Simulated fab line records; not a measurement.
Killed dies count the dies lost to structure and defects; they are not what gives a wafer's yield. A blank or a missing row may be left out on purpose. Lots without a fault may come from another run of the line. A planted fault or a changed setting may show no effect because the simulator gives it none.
2 desks, one fault + flow gf180mcu + what lay behind the numbers comes last; until then each desk has only its own

## THE METROLOGY DESK
Lot by lot, what the gauges showed, no matter which tool ran the lot: averages of those sampled wafers that carry a number. Any lot whose mean is over 4 standard deviations away from the usual mean is out of limits and marked OUT; that distance is given in the brackets.
Columns: A = V1_BOW at GF_V1_BOW_MEAS_05, usual 83 um
| lot  | first seen here | A  |
|------|-----------------|----|
| L180 | day 17 16:40    | 81 |
| L183 | day 18 14:18    | 89 |
| L186 | day 19 12:52    | 76 |
| L187 | day 19 21:04    | 78 |
| L190 | day 21 01:57    | 80 |
| L192 | day 21 20:13    | 84 |
| L197 | day 23 13:29    | 75 |
| L198 | day 23 13:45    | 85 |
| L200 | day 24 09:25    | 76 |
| L201 | day 24 18:10    | 87 |
| L202 | day 25 00:37    | 89 |
| L203 | day 25 06:36    | 78 |
This desk's finding: nothing out of limits on any of the 12 lots.

## TOOL OWNER'S DESK, rie_metal-02
The tool's own readings at GF_M2_METAL_ETCH_16 (etches the open film in Cl2/BCl3, stops on SiO2, target depth 627.5 nm, time 104.6 s): means of the sampled wafers that have a number, for each lot that ran on this tool. Any lot whose mean is over 4 standard deviations away from the usual mean is out of limits and marked OUT; that distance is given in the brackets.
Columns: A = drypump_motor_current_A at GF_M2_METAL_ETCH_16, usual 5.76 A; B = oes_product_au at GF_M2_METAL_ETCH_16, usual 0.974 a.u.; C = run_length_s at GF_M2_METAL_ETCH_16, usual 133.2 s; D = throttle_valve_pct at GF_M2_METAL_ETCH_16, usual 28.247 %
| lot  | first seen here | A    | B                | C               | D                 |
|------|-----------------|------|------------------|-----------------|-------------------|
| L186 | day 21 14:34    | 5.98 | 0.975            | 133.0           | 28.242            |
| L187 | day 21 23:58    | 5.95 | 0.962            | 132.9           | 28.258            |
| L190 | day 23 03:51    | 5.87 | 0.911 (-11) OUT  | 144.3 (+36) OUT | 28.305 (+5.9) OUT |
| L192 | day 23 19:46    | 6.01 | 0.942 (-5.8) OUT | 139.0 (+19) OUT | 28.294 (+4.7) OUT |
This desk's verdict: out of limits on L190, L192, starting with L190 at day 23 03:51 (oes_product_au at GF_M2_METAL_ETCH_16). L186, L187 stayed within limits.

## TAKEN TOGETHER
An alarm could have come from the tool owner's desk at day 23 03:51, on L190, L192.
Metrology desk: nothing out of limits seen.
The metrology desk holds a record of L190, L192, inside its limits.
Every lot named ran GF_M2_METAL_ETCH_16 on rie_metal-02.

## WHAT THE SIMULATOR PUT IN
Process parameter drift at GF_M2_METAL_ETCH_16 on rie_metal-02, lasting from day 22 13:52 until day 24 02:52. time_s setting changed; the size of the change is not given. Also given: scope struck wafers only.
Struck lots among those shown: L190, L192.
Delay in hours, fault start to first out-of-limits reading, by desk: the tool owner's desk at 14.
